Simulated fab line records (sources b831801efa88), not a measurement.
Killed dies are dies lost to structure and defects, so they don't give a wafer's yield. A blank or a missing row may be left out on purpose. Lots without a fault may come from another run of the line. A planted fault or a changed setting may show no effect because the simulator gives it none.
Comparing a struck lot with a sound one / flow gf180mcu / 17 out of 602 route steps
Sound: the wafers L941.1, L941.2, L941.6. The struck wafers were L931.1, L931.3, L931.6. At the end, the cause is stated.
At each step with rows: each side's tool, then ch and its chambers, then its first start. Under that, the readings that differ: sound wafers / struck wafers / difference of the means / sigmas: that difference in standard deviations of wafers without a fault.
alike: words and numbers the same on both sides, and readings whose means are apart by under 2 such deviations; not compared: readings that were withheld, readings missing a value for some wafer, numbers with overlapping values and no deviation given by the record, and bounds like >300 which may hide the same value.
Wherever a step has rows on one side only, a row that says differs or no value, or a row with sigmas, the two part there. When numbers do not overlap yet have no deviation, they are printed without sigmas and do not part them. A reading missing from all wafers of one side parts the sides only when that side holds two or more wafers.

first, 4 steps without rows for these wafers: GF_M3_SOFTBAKE_10 (time 60 s); GF_M3_EXPOSE_11 (exposes mask Metal3, target cd 280 nm); GF_M3_PEB_12 (peb time 90 s); GF_M3_DEVELOP_13 (develop time 60 s).
GF_M3_CD_MEAS_14: target cd 280 nm.
  sound: cd-sem-02 at day 25 19:11; struck: cd-sem-02 at day 22 08:50
  alike: cd-nm
GF_M3_OVL_MEAS_15:
  sound: overlay-01 at day 25 19:19; struck: overlay-01 at day 22 08:57
  alike: M3_OVL
GF_M3_METAL_ETCH_16: etches the open film in Cl2/BCl3, stops on SiO2, target depth 627.5 nm, time 104.6 s.
  sound on rie-metal-01 ch 0,1, day 25 19:21; struck on rie-metal-02 ch 0, day 22 08:59
  alike: bcl3-flow-sccm, drypump-motor-current-A, oes-product-au, throttle-valve-pct
  not compared: rf-hours-counter-h
GF_M3_STRIP_17: strips in O2/N2.
  sound on plasma-asher-04 ch 0,1, day 25 19:28; struck on plasma-asher-04 ch 0, day 22 09:06
  alike: drypump-motor-current-A, heater-power-w, oes-product-au, strip-time-to-endpoint-s
  not compared: rf-hours-counter-h
then, 3 steps without rows for these wafers: GF_M3_STRIP_18 (strips in post etch residue remover, time 1200 s); GF_M3_CLEAN_19 (cleans in DIW); GF_V3_CVD_00 (deposits SiO2, target thk 600 nm, time 100 s).
GF_V3_THK_MEAS_01:
  sound: film-metro-04 at day 25 20:33; struck: film-metro-04 at day 22 09:44
  alike: V3_CVD_00_THK
GF_V3_CVD_02: deposits SiO2 from TEOS, target thk 850 nm, time 94.851 s.
  sound on pecvd-01 ch 0,1,2, day 25 20:37; struck on pecvd-01 ch 1,2, day 22 09:48
reading=model.SiO2_of_V3_CVD_02.thk-nm (nm); sound=854 858.3 861; struck=998.7 993.3 1019; difference=+145.9; sigmas=
  alike: heater-power-w
GF_V3_THK_MEAS_03:
  sound: film-metro-02 at day 25 20:41; struck: film-metro-04 at day 22 09:52
reading=V3_CVD_02_THK (nm); sound=854 857 861; struck=998 994 1019; difference=+146; sigmas=+15
GF_V3_CMP_04: polishes SiO2.
  sound on cmp-01 ch 1,2,3, day 25 20:50; struck on cmp-01 ch 0,1,3, day 22 09:56
reading=time-to-endpoint-s (s); sound=77 80 80; struck=139 139 148; difference=+63; sigmas=+14
  alike: motor-current-A, retaining-ring-pressure-frac
GF_V3_BOW_MEAS_05:
  sound: film-metro-04 at day 25 21:02; struck: film-metro-04 at day 22 10:14
  alike: V3_BOW
GF_PASSIVATION_PROBE_99:
  the record holds rows for the sound wafers here (prober-01, day 32 17:17) but none for the struck ones

## WHERE THEY PART
Last at GF_PASSIVATION_PROBE_99 as far as this record goes, first at GF_V3_THK_MEAS_03.

WHY: what had been put in by the simulator
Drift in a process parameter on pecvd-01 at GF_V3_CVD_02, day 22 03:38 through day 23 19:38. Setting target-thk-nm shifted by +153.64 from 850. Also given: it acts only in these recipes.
